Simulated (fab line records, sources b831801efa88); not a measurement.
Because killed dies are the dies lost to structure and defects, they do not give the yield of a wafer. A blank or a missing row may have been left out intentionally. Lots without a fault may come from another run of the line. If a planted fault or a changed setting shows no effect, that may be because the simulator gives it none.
Which of the tools did it? | flow gf180mcu | Sampling: 11 lots, 33 wafers, 2 of 602 route steps

## WHAT THE GAUGES SHOWED, per wafer
GF_M1_CD_MEAS_14: target cd 230 nm.
lot  | measured     | on        | cd nm (nm)
L642 | day 17 03:13 | cd sem-01 | 231.1 230.2 229.3
L643 | day 17 12:22 | cd sem-02 | 229.0 229.2 229.4
L644 | day 17 15:09 | cd sem-01 | 228.7 229.4 229.5
L645 | day 18 12:31 | cd sem-01 | 230.5 230.4 229.4
L648 | day 19 05:33 | cd sem-02 | 229.1 228.1 228.1
L656 | day 22 04:07 | cd sem-01 | 230.9 231.1 230.9
L657 | day 22 16:25 | cd sem-02 | 228.1 227.8 229.1
L660 | day 23 13:24 | cd sem-01 | 230.7 230.7 231.3
L663 | day 24 14:57 | cd sem-02 | 228.4 229.6 229.4
L664 | day 24 16:42 | cd sem-02 | 229.7 230.1 229.9
L665 | day 25 04:20 | cd sem-01 | 231.1 229.7 229.3

## EACH LOT AND THE TOOL THAT RAN IT (in order: tool; ch and the chambers of the sampled wafers; start)
lot  | GF_M1_SPUTTER_04
L642 | pvd sputter-03, day 16 04:37
L643 | pvd sputter-01, day 16 13:49
L644 | pvd sputter-03, day 16 16:43
L645 | pvd sputter-01, day 17 13:05
L648 | pvd sputter-01, day 18 05:08
L656 | pvd sputter-02, day 21 04:48
L657 | pvd sputter-03, day 21 16:53
L660 | pvd sputter-01, day 22 14:14
L663 | pvd sputter-01, day 23 16:41
L664 | pvd sputter-03, day 23 18:15
L665 | pvd sputter-02, day 24 06:20
- GF_M1_SPUTTER_04: material TiN, target thk 50 nm, time 41.7 s.

## THE ANSWER, worked out from the rows above alone
Rule: what is usual is taken from the lots themselves. Put in order of their means at a reading, lots are off if they are a third of the lots or fewer, leave a main group of 4 or more, and stand apart from it by a gap of 3 or more times the standard deviation of the main group's means; of several such gaps the widest counts. If all means in a main group match to the digits the tables above print for the reading, that group is not used. A lot without any number at a reading at which 4 lots or more have one is off too. Where the step has rows for the other lots, those lots are counted as sound.
Nothing can be told from this: no lot is off at any reading shown.

## WHAT THE SIMULATOR HAD PUT IN
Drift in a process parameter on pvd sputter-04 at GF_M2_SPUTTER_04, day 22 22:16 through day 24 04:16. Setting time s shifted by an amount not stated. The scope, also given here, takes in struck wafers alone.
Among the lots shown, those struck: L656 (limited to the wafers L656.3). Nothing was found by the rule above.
